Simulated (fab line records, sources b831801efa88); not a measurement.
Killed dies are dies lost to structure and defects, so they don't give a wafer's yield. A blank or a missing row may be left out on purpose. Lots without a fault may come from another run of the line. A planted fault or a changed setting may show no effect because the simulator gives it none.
Chamber matching | flow sky130 | SKY_VIA4_CMP_02 on cmp-02: 4 sister chambers
The step polishes SiO2. 8 wafers are shown with their chamber, then 9 later ones without.

WAFERS WITH THEIR CHAMBER
wafer  | chamber | motor_current_A (A)
L766.6 | 1       | 11.6
L768.2 | 2       | 11.1
L770.5 | 2       | 10.2
L771.1 | 0       | 11.0
L771.2 | 1       | 11.9
L775.1 | 3       | 11.8
L775.3 | 0       | 11.4
L775.5 | 3       | 12.2

WAFERS WITHOUT THEIR CHAMBER
wafer  | motor_current_A (A)
L778.1 | 11.8
L778.4 | 11.7
L778.5 | 12.3
L781.1 | 11.1
L781.5 | 11.6
L781.6 | 10.5
L782.1 | 12.0
L782.3 | 11.3
L782.4 | 11.0

WHICH CHAMBER EACH WENT THROUGH
wafer  | from the rows above               | in truth
L778.1 | can't be placed: 1 or 3 or 0      | 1
L778.4 | can't be placed: 1 or 3 or 0      | 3
L778.5 | can't be placed: 3 or 1           | 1
L781.1 | can't be placed: 0 or 2 or 1      | 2
L781.5 | can't be placed: 1 or 0 or 3      | 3
L781.6 | can't be placed: 2 or 0           | 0
L782.1 | can't be placed: 3 or 1           | 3
L782.3 | can't be placed: 0 or 1 or 2 or 3 | 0
L782.4 | can't be placed: 0 or 2 or 1      | 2
Placed correctly: 0 of 9. Can't be placed from these rows: 9 (the true chamber is among the candidates in 9). Placed wrongly: 0.
How it was worked out, from the rows above alone: a wafer's distance from a chamber is the root of the sum, over the readings, of the square of ((its reading less the chamber's mean) divided by the reading's scatter). The wafer belongs to the nearest chamber; if the next one is less than 2 further off, it can't be placed. A chamber's mean is the mean of its shown wafers. The scatter: the root of (the sum of the squares of (reading less its chamber's mean) over the shown wafers, divided by (wafers less chambers)).
